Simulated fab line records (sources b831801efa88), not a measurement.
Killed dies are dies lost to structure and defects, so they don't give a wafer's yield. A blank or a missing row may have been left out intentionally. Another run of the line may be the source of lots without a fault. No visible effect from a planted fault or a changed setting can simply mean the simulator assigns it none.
Matching of chambers ; flow gf180mcu ; GF_V2_ETCH_16 on rieDiel-01: 4 sister chambers
The step etches BARC in N2/H2. 18 wafers are shown with their chamber, then 9 later ones without.

WAFERS WITH THEIR CHAMBER
wafer;chamber;rfFwdPowerW (W);h2FlowSccm (sccm);oesProductAu (a.u.)
L074.3;1;492.8;200.3;0.852
L074.4;0;498.8;199.1;0.863
L074.6;0;497.5;201.0;0.851
L078.1;0;495.3;199.7;0.855
L078.5;2;495.3;199.9;0.855
L078.6;3;495.2;200.4;0.845
L079.2;3;498.7;201.1;0.864
L079.3;1;494.4;199.7;0.859
L079.5;1;493.5;199.2;0.854
L080.2;0;496.2;200.3;0.865
L080.3;3;494.9;200.2;0.857
L080.4;3;495.7;200.4;0.851
L081.1;2;494.1;199.9;0.859
L081.2;3;500.3;200.9;0.860
L081.6;1;492.9;198.5;0.857
L083.1;1;492.7;200.5;0.849
L083.4;2;494.9;200.1;0.854
L083.6;1;493.0;200.8;0.853

SIGNATURES (averages over the wafers above)
reading;chamber 0;chamber 1;chamber 2;chamber 3;scatter within a chamber
rfFwdPowerW;496.950;493.217;494.767;496.960;1.53
h2FlowSccm;200.025;199.833;199.967;200.600;0.675
oesProductAu;0.85850;0.85400;0.85600;0.85540;0.00557
Rule: for a wafer and a chamber, the distance is found by dividing, reading by reading, the gap between the wafer's reading and the chamber's mean by the reading's scatter, squaring, summing and taking the root. The wafer belongs to the nearest chamber; if the next one is less than 2 further off, it can't be placed. The scatter: the root of (the sum of the squares of (reading less its chamber's mean) over the shown wafers, divided by (wafers less chambers)).

WAFERS WHOSE CHAMBER IS MISSING
wafer;rfFwdPowerW (W);h2FlowSccm (sccm);oesProductAu (a.u.)
L091.1;498.2;199.9;0.854
L091.4;497.0;200.0;0.865
L091.5;492.9;199.3;0.849
L096.1;492.1;200.3;0.865
L096.4;495.2;200.7;0.861
L096.6;495.6;199.8;0.851
L097.4;493.3;199.7;0.863
L097.5;494.9;198.8;0.859
L097.6;493.1;199.7;0.853

EACH ONE'S CHAMBER
wafer;from the rows above;in truth
L091.1;can't be placed: 0 or 3 or 2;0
L091.4;can't be placed: 0 or 3 or 2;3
L091.5;can't be placed: 1 or 2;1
L096.1;can't be placed: 1 or 2 or 0 or 3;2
L096.4;can't be placed: 2 or 3 or 0 or 1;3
L096.6;can't be placed: 2 or 0 or 1 or 3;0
L097.4;can't be placed: 2 or 1 or 0 or 3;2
L097.5;can't be placed: 2 or 1 or 0 or 3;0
L097.6;can't be placed: 1 or 2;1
Placed correctly: 0 of 9. These rows do not allow placing 9 (true chamber among the candidates in 9). 0 placed wrongly.
